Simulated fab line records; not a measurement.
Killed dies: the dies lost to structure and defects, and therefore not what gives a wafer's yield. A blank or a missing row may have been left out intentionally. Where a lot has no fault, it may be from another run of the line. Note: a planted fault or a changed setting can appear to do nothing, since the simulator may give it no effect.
Commonality check across tools + flow gf180mcu + 37 wafers sampled across 11 lots

== REASON FOR OPENING ==
At GF_M2_RS_MEAS_05 the reading M2_ALCU_RS is flagged on 2 of 11 lots. Fault-free wafers read 0.0694 ohm/sq, with a standard deviation of 0.00093.
Rule: a lot is flagged in two cases, either no wafer of it has a number, or all its wafers with numbers fall more than 4 standard deviations from that mean. The rest of the lots are taken to be sound.

| lot  | measured     | on           | M2_ALCU_RS (ohm/sq), wafer by wafer       | flag    |
|------|--------------|--------------|-------------------------------------------|---------|
| L996 | day 17 22:35 | filmMetro-01 | 0.0692 0.0680 0.0690                      |         |
| L997 | day 18 07:34 | filmMetro-01 | 0.0703 0.0702 0.0690                      |         |
| L998 | day 18 15:19 | filmMetro-03 | 0.0701 0.0684 0.0692                      |         |
| L999 | day 19 04:05 | filmMetro-01 | 0.0681 0.0678 0.0692                      |         |
| L100 | day 19 08:16 | filmMetro-01 | 0.0696 0.0695                             |         |
| L104 | day 21 10:13 | filmMetro-02 | 0.0804 0.0781 0.0799 0.0802 0.0783 0.0798 | FLAGGED |
| L106 | day 22 20:17 | filmMetro-02 | 0.0799 0.0822 0.0809 0.0798 0.0822 0.0810 | FLAGGED |
| L108 | day 23 19:32 | filmMetro-02 | 0.0695 0.0696 0.0696                      |         |
| L110 | day 23 20:29 | filmMetro-02 | 0.0690 0.0699 0.0698                      |         |
| L114 | day 24 23:02 | filmMetro-03 | 0.0695 0.0691                             |         |
| L117 | day 25 13:26 | filmMetro-03 | 0.0702 0.0695 0.0697                      |         |
Average over the flagged lots: 0.0802 ohm/sq; offset from the usual +0.0108 ohm/sq, equal to +12 standard deviations.

== WHICH TOOL RAN EACH LOT ==
2 process steps preceding the reading are held in the record, out of 602 steps in the route. Cell contents, in order: the tool; ch with the chambers the sampled wafers went through; the start.
| lot  | flag    | GF_M1_SPUTTER_04            | GF_M2_SPUTTER_02            |
|------|---------|-----------------------------|-----------------------------|
| L996 |         | pvdSputter-04, day 15 22:02 | pvdSputter-02, day 17 22:26 |
| L997 |         | pvdSputter-04, day 16 07:07 | pvdSputter-03, day 18 07:28 |
| L998 |         | pvdSputter-01, day 16 13:55 | pvdSputter-01, day 18 15:12 |
| L999 |         | pvdSputter-01, day 17 02:01 | pvdSputter-02, day 19 04:00 |
| L100 |         | pvdSputter-03, day 17 07:01 | pvdSputter-03, day 19 08:07 |
| L104 | FLAGGED | pvdSputter-03, day 19 05:21 | pvdSputter-01, day 21 10:08 |
| L106 | FLAGGED | pvdSputter-03, day 20 17:57 | pvdSputter-01, day 22 20:10 |
| L108 |         | pvdSputter-03, day 21 17:15 | pvdSputter-03, day 23 19:26 |
| L110 |         | pvdSputter-03, day 21 19:09 | pvdSputter-03, day 23 20:24 |
| L114 |         | pvdSputter-04, day 22 23:06 | pvdSputter-03, day 24 22:55 |
| L117 |         | pvdSputter-04, day 23 14:49 | pvdSputter-03, day 25 13:21 |
What these steps do:
- GF_M1_SPUTTER_04: material TiN, target thk 50 nm, time 41.7 s.
- GF_M2_SPUTTER_02: material AlCu, target thk 450 nm, time 23.9 s.
- GF_M2_RS_MEAS_05: measures by four-point-probe.

== FLAGGED AGAINST TOTAL, ONE TOOL AT A TIME (gauges that did the reading follow at the end) ==
| step             | tool          | lots run | flagged | share of the flagged lots | sound lots run after its first flagged lot |
|------------------|---------------|----------|---------|---------------------------|--------------------------------------------|
| GF_M1_SPUTTER_04 | pvdSputter-01 | 2        | 0       | none                      | -                                          |
| GF_M1_SPUTTER_04 | pvdSputter-03 | 5        | 2       | all                       | 2 (L108,L110)                              |
| GF_M1_SPUTTER_04 | pvdSputter-04 | 4        | 0       | none                      | -                                          |
| GF_M2_SPUTTER_02 | pvdSputter-01 | 3        | 2       | all                       | 0                                          |
| GF_M2_SPUTTER_02 | pvdSputter-02 | 2        | 0       | none                      | -                                          |
| GF_M2_SPUTTER_02 | pvdSputter-03 | 6        | 0       | none                      | -                                          |
| GF_M2_RS_MEAS_05 | filmMetro-01  | 4        | 0       | none                      | -                                          |
| GF_M2_RS_MEAS_05 | filmMetro-02  | 4        | 2       | all                       | 2 (L108,L110)                              |
| GF_M2_RS_MEAS_05 | filmMetro-03  | 3        | 0       | none                      | -                                          |

== WHAT THE TABLE ALLOWS ==
Rows of the table that ran every flagged lot, 3 in all: pvdSputter-03 at GF_M1_SPUTTER_04, pvdSputter-01 at GF_M2_SPUTTER_02, filmMetro-02 at GF_M2_RS_MEAS_05.
- pvdSputter-03 at GF_M1_SPUTTER_04: 2 of its 5 lots flagged. Sound lots ran on it after the first flagged one (L108, L110), which a lasting fault on the whole tool wouldn't allow.
- pvdSputter-01 at GF_M2_SPUTTER_02: 2 of its 3 lots flagged. A fault beginning between L998 (day 18 15:12), its last sound lot, and L104 (day 21 10:08), its first flagged one, fits the data.
- filmMetro-02 at GF_M2_RS_MEAS_05: 2 of its 4 lots flagged. Sound lots ran on it after the first flagged one (L108, L110), which a lasting fault on the whole tool wouldn't allow.
Just one tool remains: pvdSputter-01 at GF_M2_SPUTTER_02.

== WHAT WAS PUT IN BY THE SIMULATOR ==
Site profile drift: pvdSputter-01, from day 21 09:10 on, at GF_M2_SPUTTER_02. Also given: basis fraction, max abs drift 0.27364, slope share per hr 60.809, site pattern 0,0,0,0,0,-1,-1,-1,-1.
Shown lots that were struck: L104, L106. The rule above reached the same finding.
